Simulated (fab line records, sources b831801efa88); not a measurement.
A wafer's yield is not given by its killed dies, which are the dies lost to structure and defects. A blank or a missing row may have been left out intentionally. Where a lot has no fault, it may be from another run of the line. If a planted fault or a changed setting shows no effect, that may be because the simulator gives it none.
One fault through the eyes of 2 desks | flow gf180mcu | each desk has only its own numbers; what lay behind them comes last

## THE TOOL OWNER'S DESK: litho-track-04
The tool's own readings at GF_DUAL_GATE_SOFTBAKE_07 (time 60 s): means of the sampled wafers that have a number, for each lot that ran on this tool. If a lot's mean is further than 4 standard deviations from the usual mean, the lot is out of limits and carries the mark OUT (the distance appears in the brackets).
Columns: A = heater-power-total-W at GF_DUAL_GATE_SOFTBAKE_07, usual 56.59 W; B = plate-temp-C at GF_DUAL_GATE_SOFTBAKE_07, usual 90.02 C
lot  | first seen here | A               | B
L341 | day 7 23:50     | 56.58           | 89.87
L348 | day 10 03:43    | 56.61           | 90.06
L356 | day 12 08:47    | 54.10 (-55) OUT | 87.01 (-25) OUT
L358 | day 12 18:53    | 54.16 (-54) OUT | 87.10 (-24) OUT
This desk's verdict: out of limits on L356, L358, starting with L356 at day 12 08:47 (heater-power-total-W at GF_DUAL_GATE_SOFTBAKE_07). L341, L348: within limits.

## THE METROLOGY DESK
Lot by lot, what the gauges showed, no matter which tool ran the lot: averages of those sampled wafers that carry a number. If a lot's mean is further than 4 standard deviations from the usual mean, the lot is out of limits and carries the mark OUT (the distance appears in the brackets).
Columns: A = POLY_GATE_OVL at GF_POLY_GATE_OVL_MEAS_11, usual 1 nm; B = HV_LDD_CVD_56_THK at GF_HV_LDD_THK_MEAS_57, usual 89.8 nm
lot  | first seen here | A  | B
L341 | day 9 04:52     | -7 | 89.6
L343 | day 9 21:09     | 4  | 88.5
L344 | day 10 06:22    | -0 | 88.5
L348 | day 11 10:58    | 6  | 89.7
L351 | day 12 06:04    | -5 | 91.0
L353 | day 12 15:38    | -3 | 91.5
L356 | day 13 18:01    | 7  | 89.0
L358 | day 14 04:50    | 5  | 89.5
L360 | day 14 19:46    | 4  | 88.3
L361 | day 15 01:45    | -5 | 89.5
L362 | day 15 08:49    | 8  | 89.9
L364 | day 15 23:07    | 2  | 90.5
Result from this desk: across the 12 lots, nothing is out of limits.

## TAKEN TOGETHER
At day 12 08:47, on L356, L358, the tool owner's desk was in a position to raise an alarm.
At the metrology desk, nothing out of limits was observed.
The metrology desk holds a record of L356, L358, inside its limits.
The lots listed all ran GF_DUAL_GATE_SOFTBAKE_07 on litho-track-04.

## WHAT THE SIMULATOR HAD INSERTED
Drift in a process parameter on litho-track-04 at GF_DUAL_GATE_SOFTBAKE_07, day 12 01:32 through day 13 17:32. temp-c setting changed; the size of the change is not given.
Lots struck among those shown: L356, L358.
Each desk's first reading out of limits, in hours after the fault started: the tool owner's desk, 7.
